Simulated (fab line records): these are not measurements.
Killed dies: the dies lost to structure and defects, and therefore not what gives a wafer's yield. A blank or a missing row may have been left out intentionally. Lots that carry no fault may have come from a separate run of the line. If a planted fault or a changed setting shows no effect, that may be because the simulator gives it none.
Matching of chambers    flow sky130    cmp-02 running SKY_VIA4_CMP_21: 4 sister chambers
The step polishes, stops on SiO2, t overpolish 25 s, target thk 0 nm. 8 wafers are shown with their chamber, then 9 later ones without.

WAFERS WITH THEIR CHAMBER
wafer   chamber  motor_current_A (A)  time_to_endpoint_s (s)
L365.5  1        12.1                 119
L366.2  3        11.7                 123
L367.1  0        10.6                 126
L367.5  2        10.6                 123
L367.6  3        11.0                 123
L371.1  1        12.7                 122
L371.2  2        11.0                 124
L371.4  0        11.0                 127

WAFERS WHOSE CHAMBER IS MISSING
wafer   motor_current_A (A)  time_to_endpoint_s (s)
L372.3  10.8                 125
L372.5  12.0                 124
L372.6  10.0                 122
L375.3  11.6                 130
L375.5  12.0                 124
L375.6  10.4                 125
L376.1  10.0                 124
L376.3  12.4                 124
L376.4  10.2                 121

THE CHAMBER EACH PASSED THROUGH
wafer    from the rows above                 in truth
L372.3   can't be placed: 0 or 2 or 3        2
L372.5   can't be placed: 3 or 1 or 2 or 0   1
L372.6   can't be placed: 2 or 3 or 0        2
L375.3   0                                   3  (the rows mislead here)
L375.5   can't be placed: 3 or 1 or 2 or 0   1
L375.6   can't be placed: 0 or 2 or 3        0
L376.1   can't be placed: 2 or 0 or 3        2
L376.3   can't be placed: 3 or 1 or 2 or 0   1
L376.4   can't be placed: 2 or 3             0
Placed correctly: 0 of 9. From these rows, 8 cannot be placed; in 7 the true chamber is one of the candidates. Placed wrongly: 1.
How it was worked out, from the rows above alone: a wafer's distance from a chamber is the root of the sum, over the readings, of the square of ((its reading less the chamber's mean) divided by the reading's scatter). The wafer belongs to the nearest chamber; if the next one is less than 2 further off, it can't be placed. Each chamber's mean is taken over the wafers shown for it. The scatter: take each reading less its chamber's mean, square it, sum over the shown wafers, divide by the number of wafers less the number of chambers, and take the root.
